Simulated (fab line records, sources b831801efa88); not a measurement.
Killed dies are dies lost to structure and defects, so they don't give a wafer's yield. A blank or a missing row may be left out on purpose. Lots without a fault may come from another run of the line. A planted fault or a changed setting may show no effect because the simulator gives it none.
fab line records | flow sky130
record lots=13 wafers=39 last_day=50
route steps=708 shown POLY_CUT@319 LI_CONTACT@382 CONTACT@423 PAD_OPEN@708
lots that met no fault: from a run of the same line without faults
start_h: hours from the record's first day to the start of the lot's first wafer shown | wait_h: hours since the lot's step before | " the same as in the row above | L1.1+2: a row that stands for several wafers | - no value, or no start given | * or withheld: withheld | < > ~ a bound
route shown NAME@n: a module of which the file shows steps, and the number in the route of the first | usual: mean/standard deviation of fault-free wafers | same: alike in all rows | chamber/n: place in a boat | sites: the reading at each site | _std_site: their standard deviation | _edge_site: outer sites' mean less inner sites' | radius_mm: how far each site lies from the wafer's centre | mask NAME#n: copy n | behind: the tool/chamber that last shaped the wafer | hold: why the lot was held/for how many hours/how that ended | device: the transistor (n, p or np) that didn't switch | end of line: the same wafers' tests at the end of the route | a step without rows: its recipe alone | killed: dies lost to structure and defects at the first sort, not the wafer's yield | map: a wafer's dies, x killed, . not, _ none there
set.NAME: the setting as run; set.NAME@STEP: as run at that earlier step | model.NAME: the simulator's own value behind a step, which no gauge read
steps of the route over a sample of lots; a table a step, a row a wafer
services: from which hour (start_h, from the record's first day; less than 0 if before it) a tool's chamber was out of use, for how many hours, and why
## steps
# step SKY_POLY_CUT_STRIP_12
# recipe chemistry=O2/N2 power_w=1400 pressure_mtorr=1500 platen_temp_c=withheld o2_flow_sccm=3000 n2_flow_sccm=300 overash_fraction=0.5
# usual drypump_motor_current_A=5.9/0.4 oes_product_au=0.452/0.0043 strip_time_to_endpoint_s=5.358/0.019
# columns lot.wafer tool chamber start_h wait_h drypump_motor_current_A oes_product_au rf_hours_counter_h strip_time_to_endpoint_s
L690.2 plasma_asher-02 0 566.22 0.0 5.4 0.452 79 5.352
L690.4 " 1 " " 6.3 0.451 - 5.349
L690.5 " 1 " " 6.3 0.448 - 5.367
L691.3 plasma_asher-02 1 573.37 0.1 6.2 0.452 - 5.345
L691.5 " 0 " " 5.4 0.454 - 5.373
L691.6 " 1 " " 6.2 0.456 - 5.365
L693.1 plasma_asher-02 1 595.76 0.0 6.2 0.446 82 5.389
L693.3 " 0 " " 5.4 0.444 - 5.413
L693.4 " 1 " " 6.2 0.461 - 5.391
L694.1 plasma_asher-03 0 604.96 0.0 6.1 0.458 46 5.358
L694.5 " 1 " " 5.5 0.459 - 5.345
L694.6 " 0 " " 6.1 0.456 - 5.361
L695.2 plasma_asher-02 1 606.48 0.0 6.2 0.459 83 5.363
L695.3 " 1 " " 6.2 0.455 - 5.370
L695.5 " 0 " " 5.4 0.455 - 5.352
L696.2 plasma_asher-03 0 627.26 0.0 6.1 0.456 49 5.352
L696.4 " 1 " " 5.5 0.449 - 5.356
L696.5 " 0 " " 6.1 0.447 - 5.354
L698.3 plasma_asher-03 1 634.07 0.1 5.5 0.454 - 5.344
L698.5 " 0 " " 6.2 0.449 - 5.346
L698.6 " 1 " " 5.5 0.454 - 5.352
L699.2 plasma_asher-02 0 652.76 0.0 5.4 0.444 86 5.349
L699.3 " 0 " " 5.4 0.454 - 5.359
L699.6 " 0 " " 5.4 0.456 - 5.338
L702.2 plasma_asher-02 0 667.46 0.0 5.4 0.450 87 5.386
L702.3 " 0 " " 5.4 0.455 - 5.376
L702.6 " 0 " " 5.4 0.453 - 5.375
L704.3 plasma_asher-03 1 685.80 0.1 5.5 0.447 - 5.306
L704.5 " 1 " " 5.5 0.459 - 5.342
L704.6 " 0 " " 6.2 0.459 - 5.367
L709.1 plasma_asher-02 1 724.41 0.0 6.2 0.456 93 5.390
L709.3 " 0 " " 5.4 0.449 - 5.388
L709.6 " 1 " " 6.2 0.452 - 5.388
L711.1 plasma_asher-02 1 730.51 0.0 6.3 0.452 94 5.340
L711.2 " 0 " " 5.4 0.452 94 5.370
L711.3 " 1 " " 6.2 0.452 - 5.363
L712.2 plasma_asher-02 1 737.88 0.0 6.2 0.457 95 5.343
L712.5 " 0 " " 5.4 0.451 - 5.351
L712.6 " 1 " " 6.2 0.449 - 5.356
# step SKY_LI_CONTACT_SPUTTER_20
# recipe material=TiN target_thk_nm=20 chamber_pressure_pa=5 power_w=4000 time_s=80
# usual chamber_pressure_pa=5.001/0.01 throttle_valve_pct=30.2/1.2
# columns lot.wafer tool chamber start_h wait_h chamber_pressure_pa throttle_valve_pct
L690.2 pvd_sputter-03 - 684.57 0.1 5.014 28.9
L690.4 " - " " 4.992 28.5
L690.5 " - " " 4.987 30.0
L691.3 pvd_sputter-03 - 690.57 0.0 4.995 28.7
L691.5 " - " " 5.000 30.4
L691.6 " - " " 5.002 28.9
L693.1 pvd_sputter-01 - 711.50 0.0 4.998 29.4
L693.3 " - " " 4.984 30.3
L693.4 " - " " 5.009 31.7
L694.1 pvd_sputter-03 - 720.48 0.0 5.004 28.5
L694.5 " - " " 5.021 28.8
L694.6 " - " " 5.012 30.3
L695.2 pvd_sputter-03 - 723.12 0.0 5.001 29.0
L695.3 " - " " 4.996 29.6
L695.5 " - " " 4.997 28.9
L696.2 pvd_sputter-02 - 741.25 0.0 4.991 29.3
L696.4 " - " " 5.006 32.9
L696.5 " - " " 4.997 29.3
L698.3 pvd_sputter-01 - 747.93 0.0 5.005 29.0
L698.5 " - " " 4.997 31.7
L698.6 " - " " 5.018 30.0
L699.2 pvd_sputter-03 - 766.10 0.0 5.000 28.8
L699.3 " - " " 4.990 28.7
L699.6 " - " " 4.991 28.5
L702.2 pvd_sputter-01 - 778.63 0.0 5.000 30.4
L702.3 " - " " 4.998 29.2
L702.6 " - " " 4.995 30.4
L704.3 pvd_sputter-03 - 795.22 0.0 5.002 28.9
L704.5 " - " " 4.993 28.9
L704.6 " - " " 5.162 30.1
L709.1 pvd_sputter-02 - 832.86 0.0 4.997 30.5
L709.3 " - " " 5.009 33.0
L709.6 " - " " 5.010 31.5
L711.1 pvd_sputter-01 - 837.97 0.0 5.011 30.4
L711.2 " - " " 5.000 30.4
L711.3 " - " " 5.003 29.4
L712.2 pvd_sputter-02 - 845.38 0.0 4.980 31.8
L712.5 " - " " 5.002 30.4
L712.6 " - " " 5.018 29.3
# step SKY_LI_CONTACT_THK_MEAS_23
# recipe thk_meas_gauge=xrf reads=W_of_LI_CONTACT_CVD_21
# usual LI_CONTACT_W_THK=389/6.2
# columns lot.wafer tool chamber start_h wait_h LI_CONTACT_W_THK[nm]
L690.2 film_metro-03 - 684.94 0.1 396
L690.4 " - " " 397
L690.5 " - " " 397
L691.3 film_metro-04 - 690.90 0.1 384
L691.5 " - " " 380
L691.6 " - " " 385
L693.1 film_metro-04 - 711.81 0.1 385
L693.3 " - " " 383
L693.4 " - " " 379
L694.1 film_metro-04 - 720.79 0.1 386
L694.5 " - " " 385
L694.6 " - " " 389
L695.2 film_metro-03 - 723.43 0.1 393
L695.3 " - " " 391
L695.5 " - " " 392
L696.2 film_metro-02 - 741.57 0.1 388
L696.4 " - " " 394
L696.5 " - " " 396
L698.3 film_metro-03 - 748.26 0.1 396
L698.5 " - " " 391
L698.6 " - " " 400
L699.2 film_metro-02 - 766.42 0.1 386
L699.3 " - " " 389
L699.6 " - " " 389
L702.2 film_metro-04 - 778.95 0.1 384
L702.3 " - " " 382
L702.6 " - " " 387
L704.3 film_metro-04 - 795.54 0.1 387
L704.5 " - " " 391
L704.6 " - " " 387
L709.1 film_metro-03 - 833.29 0.1 387
L709.3 " - " " 383
L709.6 " - " " 383
L711.1 film_metro-03 - 838.28 0.1 396
L711.2 " - " " 392
L711.3 " - " " 394
L712.2 film_metro-03 - 845.70 0.1 400
L712.5 " - " " 398
L712.6 " - " " 399
# step SKY_CONTACT_ETCH_17
# recipe target=SiO2 chemistry=C4F8/O2/Ar stop_on=Si3N4 mask_material=KrF-thick source_w=1500 bias_w=1200 pressure_mtorr=40 c4f8_flow_sccm=withheld O2_flow_sccm=6 Ar_flow_sccm=300 time_s=withheld target_depth_a=3400
# usual oes_product_au=0.892/0.0046
# columns lot.wafer tool chamber start_h wait_h oes_product_au
L690.2 rie_diel-02 1 743.14 0.0 0.893
L690.4 " 2 " " 0.885
L690.5 " 3 " " 0.892
L691.3 rie_diel-04 3 748.29 0.0 0.885
L691.5 " 2 " " 0.885
L691.6 " 3 " " 0.904
L693.1 rie_diel-04 3 767.93 0.0 0.890
L693.3 " 0 " " 0.887
L693.4 " 1 " " 0.899
L694.1 rie_diel-04 0 776.69 0.0 0.882
L694.5 " 0 " " 0.892
L694.6 " 3 " " 0.888
L695.2 rie_diel-02 3 782.08 0.0 0.890
L695.3 " 2 " " 0.897
L695.5 " 1 " " 0.895
L696.2 rie_diel-04 0 795.44 0.0 0.895
L696.4 " 3 " " 0.895
L696.5 " 2 " " 0.888
L698.3 rie_diel-01 1 801.99 0.0 0.899
L698.5 " 0 " " 0.890
L698.6 " 3 " " 0.890
L699.2 rie_diel-01 3 819.88 0.0 0.900
L699.3 " 2 " " 0.891
L699.6 " 3 " " 0.900
L702.2 rie_diel-04 3 835.78 0.0 0.890
L702.3 " 1 " " 0.896
L702.6 " 0 " " 0.893
L704.3 rie_diel-02 2 849.58 0.0 0.894
L704.5 " 3 " " 0.898
L704.6 " 0 " " 0.884
L709.1 rie_diel-02 3 887.24 0.0 0.890
L709.3 " 2 " " 0.886
L709.6 " 3 " " 0.887
L711.1 rie_diel-02 0 892.24 0.0 0.892
L711.2 " 3 " " 0.894
L711.3 " 1 " " 0.892
L712.2 rie_diel-01 1 899.09 0.0 0.894
L712.5 " 3 " " 0.888
L712.6 " 0 " " 0.886
# step SKY_PAD_OPEN_PROBE_99
# usual killed_at_M0_to_M3=44/6.6 killed_at_M4_up=3.4/1.9 killed_at_contacts=25/5.6 killed_at_front_end=15/4.6 killed_at_other=0.3/0.6 killed_dies=88/9.5 killed_on_rim=17/3.8 killed_open=47/7.1 killed_short=40/6.4
# same gross_dies=492 killed_at_back_side=0
# columns lot.wafer tool chamber start_h wait_h killed_at_M0_to_M3 killed_at_M4_up killed_at_contacts killed_at_front_end killed_at_other killed_dies killed_on_rim killed_open killed_short
L690.2 prober-01 - 1082.63 0.1 44 2 20 12 0 78 14 37 41
L690.4 prober-01 - 1082.73 0.2 48 4 24 20 0 96 12 51 45
L690.5 prober-01 - 1082.78 0.2 51 1 23 12 0 87 19 46 41
L691.3 prober-02 - 1085.81 0.2 53 3 31 15 0 102 24 54 47
L691.5 prober-02 - 1085.91 0.2 43 2 22 18 0 85 12 46 39
L691.6 prober-02 - 1085.96 0.2 43 4 36 13 0 96 15 56 39
L693.1 prober-02 - 1104.71 0.1 47 3 23 7 1 81 14 45 35
L693.3 prober-02 - 1104.81 0.2 40 7 27 15 1 90 15 47 43
L693.4 prober-02 - 1104.86 0.2 53 2 8 8 2 73 14 39 32
L694.1 prober-01 - 1108.92 0.1 32 5 16 17 0 70 17 28 42
L694.5 prober-01 - 1109.12 0.2 39 1 20 11 0 71 19 43 28
L694.6 prober-01 - 1109.17 0.2 38 0 22 11 0 71 14 39 32
L695.2 prober-02 - 1112.91 0.1 43 1 29 17 0 90 19 53 35
L695.3 prober-02 - 1112.96 0.2 48 2 14 22 0 86 24 56 30
L695.5 prober-02 - 1113.06 0.2 40 1 20 20 0 81 17 39 42
L696.2 prober-01 - 1119.63 0.1 33 4 27 15 2 81 16 40 40
L696.4 prober-01 - 1119.73 0.2 37 4 27 9 1 78 14 39 39
L696.5 prober-01 - 1119.78 0.2 49 1 17 11 0 78 15 39 39
L698.3 prober-01 - 1126.69 0.2 47 2 23 10 0 82 15 37 45
L698.5 prober-01 - 1126.79 0.2 46 3 24 20 0 93 15 50 43
L698.6 prober-01 - 1126.84 0.2 53 3 21 8 0 85 15 45 40
L699.2 prober-02 - 1137.46 0.1 45 5 22 21 0 93 19 47 43
L699.3 prober-02 - 1137.51 0.2 52 4 27 18 0 101 20 52 46
L699.6 prober-02 - 1137.66 0.2 31 2 26 23 2 84 16 44 39
L702.2 prober-01 - 1149.82 0.1 43 5 22 12 0 82 20 43 39
L702.3 prober-01 - 1149.87 0.2 31 2 34 11 0 78 19 47 31
L702.6 prober-01 - 1150.02 0.2 43 6 25 23 0 97 22 59 38
L704.3 prober-01 - 1158.77 0.2 34 5 29 13 1 82 19 46 36
L704.5 prober-01 - 1158.87 0.2 39 1 29 21 0 90 15 46 44
L704.6 prober-01 - 1158.92 0.2 38 1 14 20 0 73 11 36 37
L709.1 prober-01 - 1185.67 0.1 53 1 34 19 0 107 21 56 51
L709.3 prober-01 - 1185.77 0.2 42 3 27 16 0 88 12 40 48
L709.6 prober-01 - 1185.92 0.2 47 4 30 9 0 90 21 62 27
L711.1 prober-01 - 1189.66 0.1 41 4 34 15 1 95 14 46 49
L711.2 prober-01 - 1189.71 0.1 44 3 23 19 0 89 13 57 31
L711.3 prober-01 - 1189.76 0.2 37 2 30 15 0 84 20 48 36
L712.2 prober-02 - 1193.09 0.1 49 4 25 19 0 97 22 58 39
L712.5 prober-02 - 1193.24 0.2 44 4 25 15 0 88 18 52 36
L712.6 prober-02 - 1193.29 0.2 52 4 29 18 0 103 15 52 51
# killed by level:class
L690.2 CONTACT:geometric_particle:open=8 VIA1:geometric_particle:short=8 METAL1:geometric_particle:short=7 CONTACT:geometric_particle:short=6 LI_CONTACT:geometric_particle:open=5 FIELD_ISO:geometric_particle:open=4 METAL2:geometric_particle:open=4 VIA1:geometric_particle:open=4
L690.4 VIA1:geometric_particle:open=13 CONTACT:geometric_particle:open=11 LI_CONTACT:geometric_particle:open=8 METAL1:geometric_particle:short=7 FIELD_ISO:geometric_particle:short=6 METAL2:geometric_particle:short=6 POLY_GATE:geometric_particle:short=5 VIA1:geometric_particle:short=5
L690.5 VIA1:geometric_particle:open=10 LI_CONTACT:geometric_particle:open=8 METAL1:geometric_particle:short=8 METAL2:geometric_particle:short=7 CONTACT:geometric_particle:open=7 VIA2:geometric_particle:open=7 POLY_GATE:geometric_particle:short=5 VIA3:geometric_particle:open=5
L691.3 LI_CONTACT:geometric_particle:open=13 VIA1:geometric_particle:open=12 VIA2:geometric_particle:open=11 VIA1:geometric_particle:short=9 METAL2:geometric_particle:short=9 CONTACT:geometric_particle:open=7 FIELD_ISO:geometric_particle:short=4 SPACER:geometric_particle:short=4
L691.5 CONTACT:geometric_particle:open=10 VIA1:geometric_particle:open=9 METAL1:geometric_particle:short=7 LI_CONTACT:geometric_particle:open=7 SPACER:geometric_particle:short=6 FIELD_ISO:geometric_particle:open=5 METAL2:geometric_particle:short=4 VIA2:geometric_particle:open=4
L691.6 CONTACT:geometric_particle:open=14 LI_CONTACT:geometric_particle:open=12 VIA1:geometric_particle:open=8 METAL1:geometric_particle:short=6 METAL2:geometric_particle:short=6 VIA2:geometric_particle:open=5 LOCAL_INTERCONNECT:geometric_particle:short=5 VIA2:geometric_particle:short=5
L693.1 VIA2:geometric_particle:open=12 CONTACT:geometric_particle:open=11 METAL1:geometric_particle:short=9 VIA1:geometric_particle:open=9 LI_CONTACT:geometric_particle:open=6 POLY_GATE:geometric_particle:short=4 VIA1:geometric_particle:short=4 CONTACT:geometric_particle:short=3
L693.3 LI_CONTACT:geometric_particle:open=9 VIA1:geometric_particle:open=8 VIA2:geometric_particle:open=8 FIELD_ISO:geometric_particle:short=7 FIELD_ISO:geometric_particle:open=6 CONTACT:geometric_particle:short=6 CONTACT:geometric_particle:open=6 METAL1:geometric_particle:short=6
L693.4 VIA1:geometric_particle:open=17 VIA3:geometric_particle:open=8 VIA3:geometric_particle:short=7 METAL1:geometric_particle:short=5 VIA2:geometric_particle:open=5 CONTACT:geometric_particle:open=4 LOCAL_INTERCONNECT:geometric_particle:short=3 VIA2:geometric_particle:short=3
L694.1 POLY_GATE:geometric_particle:short=7 METAL1:geometric_particle:short=7 METAL2:geometric_particle:short=6 LI_CONTACT:geometric_particle:open=5 LOCAL_INTERCONNECT:geometric_particle:short=5 FIELD_ISO:geometric_particle:short=4 CONTACT:geometric_particle:open=4 VIA2:geometric_particle:open=4
L694.5 VIA1:geometric_particle:open=14 VIA2:geometric_particle:open=8 CONTACT:geometric_particle:short=6 CONTACT:geometric_particle:open=6 VIA1:geometric_particle:short=5 POLY_GATE:geometric_particle:open=4 FIELD_ISO:geometric_particle:short=3 VIA3:geometric_particle:open=3
L694.6 VIA2:geometric_particle:open=8 VIA1:geometric_particle:open=7 LI_CONTACT:geometric_particle:open=6 METAL1:geometric_particle:short=5 LOCAL_INTERCONNECT:geometric_particle:short=5 CONTACT:geometric_particle:open=5 VIA3:geometric_particle:open=5 CONTACT:geometric_particle:short=4
L695.2 VIA2:geometric_particle:open=11 CONTACT:geometric_particle:open=9 METAL1:geometric_particle:short=8 LI_CONTACT:geometric_particle:open=7 VIA3:geometric_particle:open=7 FIELD_ISO:geometric_particle:open=5 FIELD_ISO:geometric_particle:short=5 METAL1:geometric_particle:open=5
L695.3 VIA3:geometric_particle:open=13 VIA1:geometric_particle:short=10 VIA1:geometric_particle:open=10 POLY_GATE:geometric_particle:open=7 CONTACT:geometric_particle:open=6 VIA2:geometric_particle:open=5 FIELD_ISO:geometric_particle:short=4 LI_CONTACT:geometric_particle:open=4
L695.5 POLY_GATE:geometric_particle:open=9 LI_CONTACT:geometric_particle:open=7 METAL1:geometric_particle:short=7 CONTACT:geometric_particle:open=6 VIA1:geometric_particle:short=6 FIELD_ISO:geometric_particle:short=5 VIA2:geometric_particle:open=5 VIA3:geometric_particle:short=5
L696.2 LI_CONTACT:geometric_particle:open=8 CONTACT:geometric_particle:short=8 VIA1:geometric_particle:open=7 METAL3:geometric_particle:short=5 POLY_GATE:geometric_particle:short=4 VIA2:geometric_particle:open=4 LI_CONTACT:geometric_particle:short=4 FIELD_ISO:geometric_particle:open=3
L696.4 METAL1:geometric_particle:short=8 LOCAL_INTERCONNECT:geometric_particle:short=7 VIA3:geometric_particle:open=7 VIA1:geometric_particle:open=6 VIA2:geometric_particle:open=5 LI_CONTACT:geometric_particle:open=5 CONTACT:geometric_particle:open=5 CONTACT:geometric_particle:short=5
L696.5 VIA1:geometric_particle:open=9 VIA1:geometric_particle:short=8 METAL1:geometric_particle:short=7 CONTACT:geometric_particle:open=6 VIA3:geometric_particle:open=6 FIELD_ISO:geometric_particle:open=5 CONTACT:geometric_particle:short=5 VIA2:geometric_particle:open=4
L698.3 LI_CONTACT:geometric_particle:open=9 VIA1:geometric_particle:open=8 METAL1:geometric_particle:short=7 VIA2:geometric_particle:open=6 VIA2:geometric_particle:short=6 METAL2:geometric_particle:short=5 METAL3:geometric_particle:short=5 LOCAL_INTERCONNECT:geometric_particle:short=4
L698.5 VIA1:geometric_particle:open=13 LI_CONTACT:geometric_particle:open=9 VIA3:geometric_particle:open=9 METAL1:geometric_particle:short=8 LOCAL_INTERCONNECT:geometric_particle:short=7 POLY_GATE:geometric_particle:short=6 POLY_GATE:geometric_particle:open=5 CONTACT:geometric_particle:open=5
L698.6 VIA1:geometric_particle:open=12 METAL2:geometric_particle:short=10 CONTACT:geometric_particle:open=8 VIA3:geometric_particle:open=8 VIA2:geometric_particle:open=8 LOCAL_INTERCONNECT:geometric_particle:short=5 VIA1:geometric_particle:short=4 LI_CONTACT:geometric_particle:short=3
L699.2 VIA1:geometric_particle:open=13 POLY_GATE:geometric_particle:short=10 CONTACT:geometric_particle:open=7 LI_CONTACT:geometric_particle:open=6 METAL3:geometric_particle:short=6 VIA3:geometric_particle:open=5 CONTACT:geometric_particle:short=4 VIA1:geometric_particle:short=4
L699.3 VIA1:geometric_particle:open=14 METAL1:geometric_particle:short=9 VIA1:geometric_particle:short=8 CONTACT:geometric_particle:open=8 VIA3:geometric_particle:open=7 LI_CONTACT:geometric_particle:open=6 POLY_GATE:geometric_particle:short=5 CONTACT:geometric_particle:short=5
L699.6 CONTACT:geometric_particle:open=11 VIA1:geometric_particle:open=8 FIELD_ISO:geometric_particle:short=7 METAL2:geometric_particle:short=6 LI_CONTACT:geometric_particle:open=5 CONTACT:geometric_particle:short=5 VIA3:geometric_particle:open=5 POLY_GATE:geometric_particle:open=4
L702.2 CONTACT:geometric_particle:open=11 VIA3:geometric_particle:open=10 VIA1:geometric_particle:open=7 METAL1:geometric_particle:short=7 VIA1:geometric_particle:short=6 LI_CONTACT:geometric_particle:open=5 FIELD_ISO:geometric_particle:short=4 METAL3:geometric_particle:short=4
L702.3 CONTACT:geometric_particle:open=13 LI_CONTACT:geometric_particle:open=10 VIA3:geometric_particle:open=8 POLY_GATE:geometric_particle:open=5 CONTACT:geometric_particle:short=5 VIA1:geometric_particle:open=5 VIA1:geometric_particle:short=5 METAL2:geometric_particle:short=4
L702.6 VIA1:geometric_particle:open=12 VIA3:geometric_particle:open=10 CONTACT:geometric_particle:open=10 FIELD_ISO:geometric_particle:open=8 VIA2:geometric_particle:open=6 LI_CONTACT:geometric_particle:open=5 CONTACT:geometric_particle:short=5 METAL4:geometric_particle:short=5
L704.3 CONTACT:geometric_particle:open=14 CONTACT:geometric_particle:short=10 VIA2:geometric_particle:open=7 METAL2:geometric_particle:short=5 VIA1:geometric_particle:open=5 VIA3:geometric_particle:open=5 METAL4:geometric_particle:short=4 FIELD_ISO:geometric_particle:open=3
L704.5 CONTACT:geometric_particle:open=12 VIA3:geometric_particle:open=7 LI_CONTACT:geometric_particle:open=6 METAL1:geometric_particle:short=6 POLY_GATE:geometric_particle:open=5 VIA1:geometric_particle:open=5 VIA3:geometric_particle:short=5 FIELD_ISO:geometric_particle:short=4
L704.6 FIELD_ISO:geometric_particle:short=7 POLY_GATE:geometric_particle:short=7 METAL1:geometric_particle:short=7 VIA2:geometric_particle:open=7 VIA1:geometric_particle:open=6 FIELD_ISO:geometric_particle:open=5 CONTACT:geometric_particle:open=5 VIA3:geometric_particle:open=5
L709.1 VIA1:geometric_particle:open=15 CONTACT:geometric_particle:open=9 LI_CONTACT:geometric_particle:open=8 VIA3:geometric_particle:open=7 CONTACT:geometric_particle:short=7 FIELD_ISO:geometric_particle:short=6 METAL1:geometric_particle:short=6 VIA1:geometric_particle:short=6
L709.3 VIA1:geometric_particle:open=12 CONTACT:geometric_particle:open=8 FIELD_ISO:geometric_particle:short=7 LOCAL_INTERCONNECT:geometric_particle:short=6 CONTACT:geometric_particle:short=6 VIA3:geometric_particle:open=6 METAL2:geometric_particle:short=5 POLY_GATE:geometric_particle:short=4
L709.6 CONTACT:geometric_particle:open=15 VIA1:geometric_particle:open=15 VIA2:geometric_particle:open=9 VIA3:geometric_particle:open=6 LI_CONTACT:geometric_particle:open=5 METAL2:geometric_particle:short=5 CONTACT:geometric_particle:short=4 FIELD_ISO:geometric_particle:open=3
L711.1 CONTACT:geometric_particle:open=12 LOCAL_INTERCONNECT:geometric_particle:short=7 CONTACT:geometric_particle:short=7 VIA1:geometric_particle:short=7 LI_CONTACT:geometric_particle:open=6 METAL1:geometric_particle:short=6 METAL2:geometric_particle:short=6 FIELD_ISO:geometric_particle:short=5
L711.2 CONTACT:geometric_particle:open=15 VIA1:geometric_particle:open=13 VIA1:geometric_particle:short=7 FIELD_ISO:geometric_particle:open=6 METAL1:geometric_particle:short=6 VIA3:geometric_particle:open=6 FIELD_ISO:geometric_particle:short=5 POLY_GATE:geometric_particle:open=5
L711.3 LI_CONTACT:geometric_particle:open=10 VIA1:geometric_particle:open=9 CONTACT:geometric_particle:open=8 VIA3:geometric_particle:open=7 FIELD_ISO:geometric_particle:open=5 FIELD_ISO:geometric_particle:short=5 CONTACT:geometric_particle:short=5 LI_CONTACT:geometric_particle:short=4
L712.2 CONTACT:geometric_particle:open=16 VIA1:geometric_particle:open=14 METAL2:geometric_particle:short=9 POLY_GATE:geometric_particle:open=7 VIA2:geometric_particle:open=6 LOCAL_INTERCONNECT:geometric_particle:short=5 VIA3:geometric_particle:open=5 FIELD_ISO:geometric_particle:short=4
L712.5 VIA1:geometric_particle:open=13 LI_CONTACT:geometric_particle:open=9 CONTACT:geometric_particle:open=8 METAL2:geometric_particle:short=8 VIA2:geometric_particle:open=8 FIELD_ISO:geometric_particle:short=5 POLY_GATE:geometric_particle:short=4 FIELD_ISO:geometric_particle:open=3
L712.6 VIA1:geometric_particle:open=12 METAL2:geometric_particle:short=11 VIA2:geometric_particle:open=9 CONTACT:geometric_particle:open=8 LI_CONTACT:geometric_particle:open=7 VIA3:geometric_particle:open=7 VIA1:geometric_particle:short=6 LI_CONTACT:geometric_particle:short=5
## services
# columns tool chamber start_h hours kind
rie_diel-01 3 548.88 5.6 repair
pvd_sputter-03 - 550.82 13.0 repair
plasma_asher-02 - 555.92 4.4 repair
rie_diel-02 2 567.29 17.0 repair
rie_diel-02 - 581.61 0.6 repair
rie_diel-01 0 588.28 99.3 repair
rie_diel-02 0 608.23 - clean
pvd_sputter-02 - 610.82 16.9 repair
plasma_asher-02 - 620.35 14.6 pm
rie_diel-01 3 624.61 8.8 repair
rie_diel-01 2 630.00 7.5 repair
pvd_sputter-03 - 650.69 3.7 repair
rie_diel-01 - 655.10 2.8 pm
rie_diel-04 3 700.52 3.8 repair
rie_diel-01 2 700.57 6.7 repair
rie_diel-04 1 707.18 5.0 repair
rie_diel-04 - 713.20 1.0 repair
plasma_asher-02 - 766.42 12.0 repair
rie_diel-01 3 770.48 11.2 repair
pvd_sputter-02 - 776.67 4.0 repair
rie_diel-04 2 812.83 54.2 repair
pvd_sputter-03 - 832.97 0.5 repair
pvd_sputter-02 - 894.16 0.6 repair
pvd_sputter-01 - 898.87 9.4 repair
## key
first_sign step=SKY_LI_CONTACT_SPUTTER_20 reading=chamber_pressure_pa direction=up sigmas=16 usual=5.001 struck=5.162
effect none on later readings
met_at SKY_LI_CONTACT_SPUTTER_20
struck_lots L704
struck_wafers L704.6
tester_left_out L704
not_acting_at SKY_POLY_CUT_STRIP_12,SKY_LI_CONTACT_THK_MEAS_23,SKY_CONTACT_ETCH_17
onset_between 720.48 795.22
fault kind=process_parameter_drift tool=pvd_sputter-03 chamber=- onset_h=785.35 steps=SKY_LI_CONTACT_SPUTTER_20 channel=chamber_pressure_pa offset=0.16835 shape=step end_h=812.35 acts_in=these_recipes_only stated=5 scope=struck_wafers_only
# tester_left_out: of these lots the tester's yield and bins aren't shown, on N5 and GAA mostly nor the transistor test; their killed dies are dies lost to structure and defects alone, not to doping, threshold or leakage, so they don't give the yield
